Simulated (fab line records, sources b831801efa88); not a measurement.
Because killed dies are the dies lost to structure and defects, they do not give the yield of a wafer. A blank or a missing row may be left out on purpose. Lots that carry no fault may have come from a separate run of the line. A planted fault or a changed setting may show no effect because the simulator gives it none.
What tool caused it? :: flow sky130 :: 12 lots with 36 wafers sampled at 5 steps, on a route of 708 steps

WHAT EACH GAUGE READ, for each wafer
SKY_SONOS_ONO_THK_MEAS_01. Usual: SONOS_ONO_OXIDATION_THK 2.58 nm, standard deviation 0.06.
lot: L340
measured: day 11 04:35
on: filmMetro-03
SONOS_ONO_OXIDATION_THK (nm): 2.57 2.44 2.52
flag: 

lot: L343
measured: day 12 14:52
on: filmMetro-03
SONOS_ONO_OXIDATION_THK (nm): 2.60 2.58 2.62
flag: 

lot: L344
measured: day 12 23:46
on: filmMetro-01
SONOS_ONO_OXIDATION_THK (nm): 2.50 2.54 2.52
flag: 

lot: L345
measured: day 13 05:43
on: filmMetro-03
SONOS_ONO_OXIDATION_THK (nm): 2.57 2.60 2.65
flag: 

lot: L346
measured: day 13 14:21
on: filmMetro-01
SONOS_ONO_OXIDATION_THK (nm): 2.59 2.51 2.49
flag: 

lot: L347
measured: day 13 15:43
on: filmMetro-01
SONOS_ONO_OXIDATION_THK (nm): 2.49 2.53 2.48
flag: 

lot: L348
measured: day 14 01:50
on: filmMetro-04
SONOS_ONO_OXIDATION_THK (nm): 2.61 2.59 2.55
flag: 

lot: L349
measured: day 14 09:40
on: filmMetro-03
SONOS_ONO_OXIDATION_THK (nm): 2.58 2.60 2.63
flag: 

lot: L351
measured: day 15 09:10
on: filmMetro-04
SONOS_ONO_OXIDATION_THK (nm): 2.66 2.56 2.55
flag: 

lot: L358
measured: day 17 14:00
on: filmMetro-01
SONOS_ONO_OXIDATION_THK (nm): 2.54 2.60 2.57
flag: 

lot: L359
measured: day 17 16:41
on: filmMetro-03
SONOS_ONO_OXIDATION_THK (nm): 2.56 2.62 2.57
flag: 

lot: L360
measured: day 17 21:39
on: filmMetro-03
SONOS_ONO_OXIDATION_THK (nm): 2.58 2.54 2.60
flag: 

SKY_GATE_OXIDE_TW_MEAS_14. Usual: GATE_OXIDE_TW 223.3, standard deviation 1.6.
lot: L340
measured: day 13 10:06
on: filmMetro-03
GATE_OXIDE_TW: 224.4 223.7 224.1
flag: 

lot: L343
measured: day 15 03:08
on: filmMetro-01
GATE_OXIDE_TW: 222.9 223.2 223.9
flag: 

lot: L344
measured: day 15 09:52
on: filmMetro-03
GATE_OXIDE_TW: 226.1 223.9 225.2
flag: 

lot: L345
measured: day 15 16:15
on: filmMetro-03
GATE_OXIDE_TW: 226.1 225.3 226.7
flag: 

lot: L346
measured: day 16 01:54
on: filmMetro-02
GATE_OXIDE_TW: 221.6 220.3 219.7
flag: 

lot: L347
measured: day 16 03:13
on: filmMetro-03
GATE_OXIDE_TW: 222.0 223.5 223.7
flag: 

lot: L348
measured: day 16 14:28
on: filmMetro-03
GATE_OXIDE_TW: 224.2 222.4 225.2
flag: 

lot: L349
measured: day 16 22:28
on: filmMetro-03
GATE_OXIDE_TW: 224.3 224.4 224.1
flag: 

lot: L351
measured: day 18 00:52
on: filmMetro-02
GATE_OXIDE_TW: 220.5 220.1 220.4
flag: 

lot: L358
measured: day 20 09:13
on: filmMetro-01
GATE_OXIDE_TW: 223.8 223.4 222.8
flag: 

lot: L359
measured: day 20 13:32
on: filmMetro-02
GATE_OXIDE_TW: 269.2 268.9 270.3 270.9 270.4 271.5
flag: OFF

lot: L360
measured: day 20 19:34
on: filmMetro-03
GATE_OXIDE_TW: 276.4 275.7 275.2 275.5 276.5 274.8
flag: OFF

SKY_RES_PROTECT_TW_MEAS_08. Usual: POLY_GATE_TW 4023, standard deviation 46.
lot: L340
measured: day 14 15:08
on: filmMetro-04
POLY_GATE_TW: 4061 4086 4087
flag: 

lot: L343
measured: day 16 09:17
on: filmMetro-02
POLY_GATE_TW: 3973 3985 3983
flag: 

lot: L344
measured: day 16 17:10
on: filmMetro-02
POLY_GATE_TW: 3945 3976 3978
flag: 

lot: L345
measured: day 17 01:10
on: filmMetro-02
POLY_GATE_TW: 4021 4031 4015
flag: 

lot: L346
measured: day 17 08:27
on: filmMetro-02
POLY_GATE_TW: 4008 4015 4014
flag: 

lot: L347
measured: day 17 11:58
on: filmMetro-04
POLY_GATE_TW: 4044 4081 4073
flag: 

lot: L348
measured: day 17 23:59
on: filmMetro-02
POLY_GATE_TW: 3994 3954 3954
flag: 

lot: L349
measured: day 18 06:24
on: filmMetro-02
POLY_GATE_TW: 3958 3964 3990
flag: 

lot: L351
measured: day 19 10:22
on: filmMetro-02
POLY_GATE_TW: 3960 3969 3949
flag: 

lot: L358
measured: day 21 18:41
on: filmMetro-03
POLY_GATE_TW: 4052 4037 4051
flag: 

lot: L359
measured: day 21 23:04
on: filmMetro-03
POLY_GATE_TW: 4047 4040 4020
flag: 

lot: L360
measured: day 22 10:23
on: filmMetro-04
POLY_GATE_TW: 4088 4081 4082
flag: 

TOOL THAT RAN EACH LOT (tool first, then ch and the chambers of the sampled wafers, then the start)
lot: L340
SKY_VT_ADJUST_LVTN_STRIP_20: plasmaAsher-02 ch 0,1, day 7 12:19
SKY_GATE_OXIDE_IMPLANT_11: implanter-03 ch 0, day 13 09:44

lot: L343
SKY_VT_ADJUST_LVTN_STRIP_20: plasmaAsher-03 ch 0,1, day 8 17:19
SKY_GATE_OXIDE_IMPLANT_11: implanter-01 ch 0, day 15 02:47

lot: L344
SKY_VT_ADJUST_LVTN_STRIP_20: plasmaAsher-01 ch 0,1, day 9 01:41
SKY_GATE_OXIDE_IMPLANT_11: implanter-01 ch 0, day 15 09:32

lot: L345
SKY_VT_ADJUST_LVTN_STRIP_20: plasmaAsher-01 ch 0,1, day 9 05:50
SKY_GATE_OXIDE_IMPLANT_11: implanter-01 ch 0, day 15 15:48

lot: L346
SKY_VT_ADJUST_LVTN_STRIP_20: plasmaAsher-03 ch 0,1, day 9 13:37
SKY_GATE_OXIDE_IMPLANT_11: implanter-03 ch 0, day 16 01:34

lot: L347
SKY_VT_ADJUST_LVTN_STRIP_20: plasmaAsher-01 ch 0,1, day 9 14:13
SKY_GATE_OXIDE_IMPLANT_11: implanter-04 ch 0, day 16 02:55

lot: L348
SKY_VT_ADJUST_LVTN_STRIP_20: plasmaAsher-02 ch 0,1, day 9 23:26
SKY_GATE_OXIDE_IMPLANT_11: implanter-04 ch 0, day 16 14:07

lot: L349
SKY_VT_ADJUST_LVTN_STRIP_20: plasmaAsher-02 ch 0,1, day 10 07:05
SKY_GATE_OXIDE_IMPLANT_11: implanter-04 ch 0, day 16 22:08

lot: L351
SKY_VT_ADJUST_LVTN_STRIP_20: plasmaAsher-03 ch 0,1, day 11 01:49
SKY_GATE_OXIDE_IMPLANT_11: implanter-04 ch 0, day 18 00:31

lot: L358
SKY_VT_ADJUST_LVTN_STRIP_20: plasmaAsher-03 ch 0,1, day 12 22:55
SKY_GATE_OXIDE_IMPLANT_11: implanter-04 ch 0, day 20 08:53

lot: L359
SKY_VT_ADJUST_LVTN_STRIP_20: plasmaAsher-01 ch 0,1, day 13 01:55
SKY_GATE_OXIDE_IMPLANT_11: implanter-04 ch 0, day 20 12:52

lot: L360
SKY_VT_ADJUST_LVTN_STRIP_20: plasmaAsher-02 ch 0,1, day 13 07:40
SKY_GATE_OXIDE_IMPLANT_11: implanter-04 ch 0, day 20 18:55
- SKY_VT_ADJUST_LVTN_STRIP_20: strips in O2/N2.
- SKY_GATE_OXIDE_IMPLANT_11

AS READ BY THE TOOLS THEMSELVES (means over the sampled wafers that have a number; for cases with no such wafer, the mark the record gives instead)
SKY_VT_ADJUST_LVTN_STRIP_20. Usual: drypumpMotorCurrentA 5.5 A, standard deviation 0.33; oesProductAu 0.715 a.u., standard deviation 0.0049; stripTimeToEndpointS 14.18 s, standard deviation 0.039.
lot: L340
tool: plasmaAsher-02
drypumpMotorCurrentA (A): 5.3
oesProductAu (a.u.): 0.721
stripTimeToEndpointS (s): 14.20
flag: 

lot: L343
tool: plasmaAsher-03
drypumpMotorCurrentA (A): 5.6
oesProductAu (a.u.): 0.714
stripTimeToEndpointS (s): 14.15
flag: 

lot: L344
tool: plasmaAsher-01
drypumpMotorCurrentA (A): 5.7
oesProductAu (a.u.): 0.715
stripTimeToEndpointS (s): 14.10
flag: 

lot: L345
tool: plasmaAsher-01
drypumpMotorCurrentA (A): 5.7
oesProductAu (a.u.): 0.718
stripTimeToEndpointS (s): 14.18
flag: 

lot: L346
tool: plasmaAsher-03
drypumpMotorCurrentA (A): 5.4
oesProductAu (a.u.): 0.722
stripTimeToEndpointS (s): 14.17
flag: 

lot: L347
tool: plasmaAsher-01
drypumpMotorCurrentA (A): 5.6
oesProductAu (a.u.): 0.713
stripTimeToEndpointS (s): 14.20
flag: 

lot: L348
tool: plasmaAsher-02
drypumpMotorCurrentA (A): 5.4
oesProductAu (a.u.): 0.718
stripTimeToEndpointS (s): 14.15
flag: 

lot: L349
tool: plasmaAsher-02
drypumpMotorCurrentA (A): 5.4
oesProductAu (a.u.): 0.714
stripTimeToEndpointS (s): 14.11
flag: 

lot: L351
tool: plasmaAsher-03
drypumpMotorCurrentA (A): 5.3
oesProductAu (a.u.): 0.717
stripTimeToEndpointS (s): 14.21
flag: 

lot: L358
tool: plasmaAsher-03
drypumpMotorCurrentA (A): 5.6
oesProductAu (a.u.): 0.718
stripTimeToEndpointS (s): 14.19
flag: 

lot: L359
tool: plasmaAsher-01
drypumpMotorCurrentA (A): 5.7
oesProductAu (a.u.): 0.717
stripTimeToEndpointS (s): 14.17
flag: 

lot: L360
tool: plasmaAsher-02
drypumpMotorCurrentA (A): 5.3
oesProductAu (a.u.): 0.712
stripTimeToEndpointS (s): 14.17
flag: 

SKY_GATE_OXIDE_IMPLANT_11. Usual: faradayCurrentUA 14.65, standard deviation 0.26.
lot: L340
tool: implanter-03
faradayCurrentUA: 14.40
flag: 

lot: L343
tool: implanter-01
faradayCurrentUA: 14.63
flag: 

lot: L344
tool: implanter-01
faradayCurrentUA: 14.62
flag: 

lot: L345
tool: implanter-01
faradayCurrentUA: 14.77
flag: 

lot: L346
tool: implanter-03
faradayCurrentUA: 14.70
flag: 

lot: L347
tool: implanter-04
faradayCurrentUA: 14.89
flag: 

lot: L348
tool: implanter-04
faradayCurrentUA: 14.58
flag: 

lot: L349
tool: implanter-04
faradayCurrentUA: 14.60
flag: 

lot: L351
tool: implanter-04
faradayCurrentUA: 14.68
flag: 

lot: L358
tool: implanter-04
faradayCurrentUA: 14.50
flag: 

lot: L359
tool: implanter-04
faradayCurrentUA: 14.52
flag: 

lot: L360
tool: implanter-04
faradayCurrentUA: 14.69
flag: 

THE ANSWER, worked out from the rows above alone
Rule: lot off if the mean of its wafers having a number is beyond 3 standard deviations from the usual mean. A lot without any number at a reading at which 4 lots or more have one is off too. All remaining lots with rows at the step are treated as sound. The gauges are gone through in route order, then the tools' own readings, and for those a lot's mean is taken as printed above. At the first step where some lot is off, the reading lying furthest off is the one used; lots without a number count as furthest.
Off: at SKY_GATE_OXIDE_TW_MEAS_14 (GATE_OXIDE_TW), L359, L360.
A tool fits if, at a process step before that reading, it ran every lot that is off, and no sound lot after the first of them. The gauges at SKY_GATE_OXIDE_TW_MEAS_14 are tried like those tools. One fits: implanter-04 at SKY_GATE_OXIDE_IMPLANT_11. Its last sound lot is L358 (day 20 08:53), its first lot that is off L359 (day 20 12:52): a fault that began between those two fits.

WHAT THE SIMULATOR PUT IN
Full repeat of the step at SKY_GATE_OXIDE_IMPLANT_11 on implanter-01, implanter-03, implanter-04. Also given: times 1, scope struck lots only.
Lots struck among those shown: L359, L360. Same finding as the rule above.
